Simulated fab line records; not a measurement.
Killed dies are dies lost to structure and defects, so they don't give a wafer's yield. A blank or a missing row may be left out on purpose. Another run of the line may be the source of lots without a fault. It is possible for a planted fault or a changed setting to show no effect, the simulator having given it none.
Problem report in the 8D (eight disciplines) form, filled by code    flow gf180mcu    the parts of the form that need people (team, actions taken, sign-off) are left out

1. THE PROBLEM
Wafers free of any fault read 10.89 nm (standard deviation 0.22) for DUAL_GATE_OXIDATION_00_THK at GF_DUAL_GATE_THK_MEAS_03, against a mean of 12.40 nm on 9 wafers of 3 lots. Relative to the usual mean, that is a shift of +6.8 standard deviations.
The first sign was on wafer L846.2 at day 11 07:58, on film_metro-03. The record has a number at this step for 45 wafers belonging to 15 lots. Rule for "out" (also "out of limits"): further than 4 standard deviations from the usual mean. The other wafers with a number count as sound.

2. WHAT IT IS; WHAT IT IS NOT
question                     is                          is not
which readings at this step  DUAL_GATE_OXIDATION_00_THK  -
which lots                   L846, L848, L850            L833, L834, L835, L837, L840, L841, L842, L843, L844, L854, L855, L856
which wafers of those lots   all that have a number      -
read on which gauges         film_metro-03               film_metro-01, film_metro-02
when                         from day 11 07:58           up to then (27 sound wafers); but 9 sound wafers of L854, L855, L856 came after

3. WHAT RULES OUT EACH SUSPECT
Counting: a tool at any process step up to the reading remains a suspect when it ran all the lots that are out and ran no sound lot after the first of those.
- the gauge at GF_DUAL_GATE_THK_MEAS_03: kept. All the wafers that are out were read on film_metro-03, and no step on other tools shows them out.
- furnace-01 at GF_DUAL_GATE_OXIDATION_02 (stabilise 600 s, purge 300 s, target thk 10.887 nm): kept. Every lot that is out went through it, starting with L846 (day 11 06:31), and after that it ran no sound lot; the last sound lot it ran before then is L844 (day 10 13:41).
What counting leaves: furnace-01 at GF_DUAL_GATE_OXIDATION_02 and film_metro-03 at GF_DUAL_GATE_THK_MEAS_03.

4. THE CAUSE (what the simulator had put in)
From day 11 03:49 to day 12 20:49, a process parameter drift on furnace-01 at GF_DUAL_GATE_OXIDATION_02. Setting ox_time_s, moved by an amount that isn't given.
Counting left 2 suspects, and this tool is among them.

5. THE CHAIN OF EFFECTS, in route order
Each row: a reading where the mean over the struck wafers with a number is more than 3 standard deviations away from the usual. Only readings whose record carries a usual standard deviation are examined. hours: median over the lots of the time between each lot's start at the first step of this table that gives one and its start at this step. sigmas: the change, counted in usual standard deviations.
hours  step                      reading                     usual     on struck wafers  change  sigmas
0      GF_DUAL_GATE_THK_MEAS_03  DUAL_GATE_OXIDATION_00_THK  10.89 nm  12.40             +1.51   +6.8

6. WHAT WOULD HAVE CAUGHT IT SOONER
Counted from the fault's start at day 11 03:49, it took 4 hours until the first out-of-limits reading at a measuring or inspecting step in this record, taken at day 11 07:58.
Of the tool readings at GF_DUAL_GATE_OXIDATION_02 for which the record gives a usual standard deviation, none was out on any struck wafer, so an alarm limit of 4 standard deviations on them would not have fired.
Lots out: 3; of these, L848, L850 started GF_DUAL_GATE_OXIDATION_02 on furnace-01 after day 11 07:58. A hold on the tool at that time would have spared those 2.
